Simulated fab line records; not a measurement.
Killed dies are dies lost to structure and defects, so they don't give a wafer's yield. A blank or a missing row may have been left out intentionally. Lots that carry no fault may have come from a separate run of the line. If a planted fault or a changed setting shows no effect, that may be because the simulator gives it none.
Matching of chambers ; flow sky130 ; SKY_CONTACT_CVD_00 on pecvd-01: 3 sister chambers
The step deposits Si3N4, target thk 75 nm. 33 wafers are shown with their chamber, then 12 later ones without.

== WAFERS, EACH WITH ITS CHAMBER ==
wafer;chamber;heaterPowerW (W)
L075.1;2;576
L075.3;1;697
L075.6;1;694
L077.1;0;670
L077.4;2;546
L077.6;0;687
L080.1;2;489
L080.2;0;675
L080.3;1;706
L081.1;1;709
L081.2;2;500
L081.3;0;606
L081.4;1;710
L081.5;2;512
L081.6;0;606
L082.2;1;720
L082.3;2;543
L082.6;2;540
L085.3;1;688
L085.4;1;691
L085.5;2;515
L087.2;2;468
L087.3;0;671
L087.6;0;679
L089.1;2;495
L089.2;1;639
L089.3;0;541
L090.1;0;588
L090.2;2;461
L090.5;0;609
L093.1;2;573
L093.2;1;617
L093.6;0;646

SIGNATURES, as means of the wafers listed above
reading;chamber 0;chamber 1;chamber 2;scatter within a chamber
heaterPowerW;634.36;687.10;518.17;40
Rule: distance of a wafer from a chamber = root of the sum over the readings of ((wafer's reading minus chamber's mean) / reading's scatter) squared. The wafer belongs to the nearest chamber; if the next one is less than 2 further off, it can't be placed. The scatter: take each reading less its chamber's mean, square it, sum over the shown wafers, divide by the number of wafers less the number of chambers, and take the root.

== WAFERS MISSING THEIR CHAMBER ==
wafer;heaterPowerW (W)
L095.1;601
L095.2;473
L095.3;660
L095.4;454
L095.5;655
L095.6;605
L096.1;702
L096.2;483
L096.3;626
L096.4;680
L096.5;482
L096.6;649

== EACH ONE'S CHAMBER ==
wafer;from the rows above;in truth
L095.1;can't be placed: 0 or 2 or 1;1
L095.2;2;2
L095.3;can't be placed: 0 or 1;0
L095.4;2;2
L095.5;can't be placed: 0 or 1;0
L095.6;can't be placed: 0 or 1 or 2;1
L096.1;can't be placed: 1 or 0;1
L096.2;2;2
L096.3;can't be placed: 0 or 1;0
L096.4;can't be placed: 1 or 0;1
L096.5;2;2
L096.6;can't be placed: 0 or 1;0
4 of 12 placed correctly. Unplaceable from these rows: 8, with the true chamber sitting among the candidates in 8. Wrongly placed: 0.
